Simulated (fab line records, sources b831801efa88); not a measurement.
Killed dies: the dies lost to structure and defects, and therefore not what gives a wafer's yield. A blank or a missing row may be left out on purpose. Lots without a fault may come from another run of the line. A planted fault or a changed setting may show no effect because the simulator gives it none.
Matching of chambers    flow sky130    4 sister chambers for SKY_VIA3_CMP_24 on cmp-01
The step polishes, stops on SiO2, t overpolish 20 s, target thk 0 nm. 8 wafers are shown with their chamber, then 12 later ones without.

## WAFERS WITH THEIR CHAMBER
wafer   chamber  motorCurrentA (A)  headPressurePsi (psi)
L083.5  3        9.8                3.495
L084.1  2        10.9               3.482
L086.1  1        9.1                3.490
L086.3  3        9.7                3.513
L086.5  0        9.8                3.510
L088.2  2        10.8               3.484
L088.3  0        10.7               3.511
L088.4  1        8.9                3.509

## WAFERS WITHOUT THEIR CHAMBER
wafer   motorCurrentA (A)  headPressurePsi (psi)
L089.2  10.0               3.499
L089.5  9.5                3.502
L089.6  11.3               3.494
L090.3  10.1               3.493
L090.5  10.1               3.485
L090.6  8.9                3.511
L092.2  9.0                3.496
L092.4  11.0               3.498
L092.5  9.0                3.497
L097.4  10.0               3.503
L097.5  11.0               3.500
L097.6  9.3                3.503

## WHICH CHAMBER EACH ONE RAN IN
wafer    from the rows above                 in truth
L089.2   can't be placed: 3 or 0             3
L089.5   can't be placed: 3 or 1 or 0        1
L089.6   can't be placed: 2 or 0             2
L090.3   can't be placed: 3 or 0 or 2 or 1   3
L090.5   can't be placed: 2 or 3 or 0 or 1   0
L090.6   can't be placed: 1 or 3             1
L092.2   1                                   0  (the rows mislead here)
L092.4   can't be placed: 2 or 0             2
L092.5   1                                   1
L097.4   can't be placed: 3 or 0             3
L097.5   can't be placed: 2 or 0 or 3        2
L097.6   can't be placed: 1 or 3             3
Correctly placed: 1 of 12. From these rows, 10 cannot be placed; in 10 the true chamber is one of the candidates. 1 placed wrongly.
How it was worked out, from the rows above alone: a wafer's distance from a chamber is the root of the sum, over the readings, of the square of ((its reading less the chamber's mean) divided by the reading's scatter). The wafer belongs to the nearest chamber; if the next one is less than 2 further off, it can't be placed. A chamber's mean is the mean of its shown wafers. The scatter: take each reading less its chamber's mean, square it, sum over the shown wafers, divide by the number of wafers less the number of chambers, and take the root.
